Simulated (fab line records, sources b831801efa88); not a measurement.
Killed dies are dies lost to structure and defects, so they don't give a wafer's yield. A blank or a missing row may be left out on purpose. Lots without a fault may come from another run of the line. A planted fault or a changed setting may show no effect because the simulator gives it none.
Which tool did it? | flow gf180mcu | 14 lots, 42 wafers sampled, at 4 steps of a route of 602

WHAT THE GAUGES READ, wafer by wafer
GF_STI_BOW_MEAS_00. Usual: INCOMING_BOW 0 um, standard deviation 6.1.
lot  | measured    | on            | INCOMING_BOW (um) | flag
L544 | day 1 15:01 | film_metro-03 | 2 -4 -3           |
L545 | day 1 20:00 | film_metro-01 | -3 0 -4           |
L546 | day 2 01:00 | film_metro-02 | -2 -2 2           |
L547 | day 2 06:00 | film_metro-02 | 6 -3 2            |
L548 | day 2 11:00 | film_metro-03 | 0 2 4             |
L549 | day 2 16:02 | film_metro-02 | 12 -3 2           |
L550 | day 2 21:01 | film_metro-03 | -3 -13 -3         |
L551 | day 3 02:00 | film_metro-02 | -1 -3 -4          |
L552 | day 3 07:00 | film_metro-03 | 6 5 -8            |
L556 | day 4 03:00 | film_metro-03 | 0 8 -5            |
L557 | day 4 08:04 | film_metro-01 | -7 -4 -5          |
L562 | day 5 09:00 | film_metro-03 | 3 2 4             |
L564 | day 5 19:00 | film_metro-03 | -2 -7 -6          |
L566 | day 6 05:00 | film_metro-02 | -3 -3 12          |

GF_LVPWELL_OVL_MEAS_07. Usual: LVPWELL_OVL -0.4 nm, standard deviation 1.4.
lot  | measured    | on         | LVPWELL_OVL (nm)                    | flag
L544 | day 4 02:46 | overlay-01 | 0.0 -1.0 -1.3                       |
L545 | day 4 08:30 | overlay-01 | 0.1 0.5 0.4                         |
L546 | day 4 12:45 | overlay-01 | -1.5 -2.4 -1.6                      |
L547 | day 4 19:12 | overlay-01 | 1.1 0.7 -0.2                        |
L548 | day 4 23:29 | overlay-01 | 1.3 2.4 1.2                         |
L549 | day 5 05:07 | overlay-01 | -2.0 -0.5 -1.0                      |
L550 | day 5 12:29 | overlay-01 | 2.0 1.3 0.5                         |
L551 | day 5 18:21 | overlay-02 | 0.2 -1.6 -1.4                       |
L552 | day 5 22:00 | overlay-01 | -1.0 -0.2 -1.3                      |
L556 | day 7 01:00 | overlay-02 | 215.9 216.1 216.1 214.7 214.7 214.9 | OFF
L557 | day 7 04:43 | overlay-02 | 213.3 215.8 214.4 212.0 214.0 213.0 | OFF
L562 | day 8 09:18 | overlay-02 | -0.1 -0.2 -1.2                      |
L564 | day 8 17:11 | overlay-01 | -0.1 -1.1 0.0                       |
L566 | day 9 07:35 | overlay-02 | -0.8 -0.5 -1.9                      |

GF_MVPSD_OVL_MEAS_07. Usual: MVPSD_OVL -1.0 nm, standard deviation 1.2.
lot  | measured     | on         | MVPSD_OVL (nm) | flag
L544 | day 5 07:10  | overlay-02 | -3.0 -3.1 -2.3 |
L545 | day 5 12:51  | overlay-02 | -2.3 -3.4 -2.6 |
L546 | day 5 16:20  | overlay-01 | -0.4 -0.4 -1.1 |
L547 | day 5 23:36  | overlay-02 | -0.6 -1.3 -1.6 |
L548 | day 6 04:38  | overlay-02 | 0.0 -0.1 -0.9  |
L549 | day 6 10:09  | overlay-02 | -0.8 0.8 -0.5  |
L550 | day 6 18:46  | overlay-02 | -0.5 -0.7 0.0  |
L551 | day 7 01:11  | overlay-01 | -0.5 1.2 -0.1  |
L552 | day 7 05:14  | overlay-02 | -1.2 -1.2 -2.5 |
L562 | day 9 19:50  | overlay-02 | -1.1 -1.0 -0.1 |
L564 | day 10 04:59 | overlay-01 | -0.3 -0.9 -1.2 |
L566 | day 10 19:11 | overlay-02 | -0.6 1.0 -0.5  |

WHICH TOOL RAN EACH LOT (tool, then ch and the chambers of the sampled wafers, then the start)
lot  | GF_LVPWELL_EXPOSE_04
L544 | iline_stepper-01 ch 0, day 3 20:38
L545 | iline_stepper-02 ch 0, day 4 02:20
L546 | iline_stepper-01 ch 0, day 4 06:19
L547 | iline_stepper-02 ch 0, day 4 12:11
L548 | iline_stepper-02 ch 0, day 4 17:11
L549 | iline_stepper-01 ch 0, day 4 22:31
L550 | iline_stepper-02 ch 0, day 5 05:54
L551 | iline_stepper-01 ch 0, day 5 11:01
L552 | iline_stepper-01 ch 0, day 5 14:47
L556 | iline_stepper-02 ch 0, day 6 17:38
L557 | iline_stepper-02 ch 0, day 6 21:04
L562 | iline_stepper-01 ch 0, day 8 01:03
L564 | iline_stepper-01 ch 0, day 8 09:14
L566 | iline_stepper-01 ch 0, day 8 23:13
- GF_LVPWELL_EXPOSE_04: exposes mask LVPWELL, target cd 600 nm.

WHAT THE TOOLS THEMSELVES READ (means of the sampled wafers that have a number; where no wafer has one, the mark that the record gives instead)
The record holds no such reading with a usual standard deviation.

THE ANSWER, worked out from the rows above alone
Rule: a lot is off if the mean of its wafers that have a number lies more than 3 standard deviations from the usual mean. A lot without any number at a reading at which 4 lots or more have one is off too. The other lots that the step has rows for count as sound. The gauges are gone through in route order, then the tools' own readings, and for those a lot's mean is taken as printed above. The first step at which some lot is off is used, and at that step the reading that is off furthest; a lot without a number counts as furthest.
Off: L556, L557, at GF_LVPWELL_OVL_MEAS_07 (LVPWELL_OVL).
A tool fits if, at a process step before that reading, it ran every lot that is off, and no sound lot after the first of them. The gauges at GF_LVPWELL_OVL_MEAS_07 are tried like those tools. One fits: iline_stepper-02 at GF_LVPWELL_EXPOSE_04. Its last sound lot is L550 (day 5 05:54), its first lot that is off L556 (day 6 17:38): a fault that began between those two fits.

WHAT THE SIMULATOR HAD PUT IN
Scanner matching overlay: iline_stepper-02, from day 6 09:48 on, at GF_LVPWELL_EXPOSE_04. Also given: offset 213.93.
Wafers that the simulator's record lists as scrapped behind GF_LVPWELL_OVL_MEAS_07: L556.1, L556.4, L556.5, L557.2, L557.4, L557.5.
Lots struck among those shown: L556, L557. The rule above found the same.
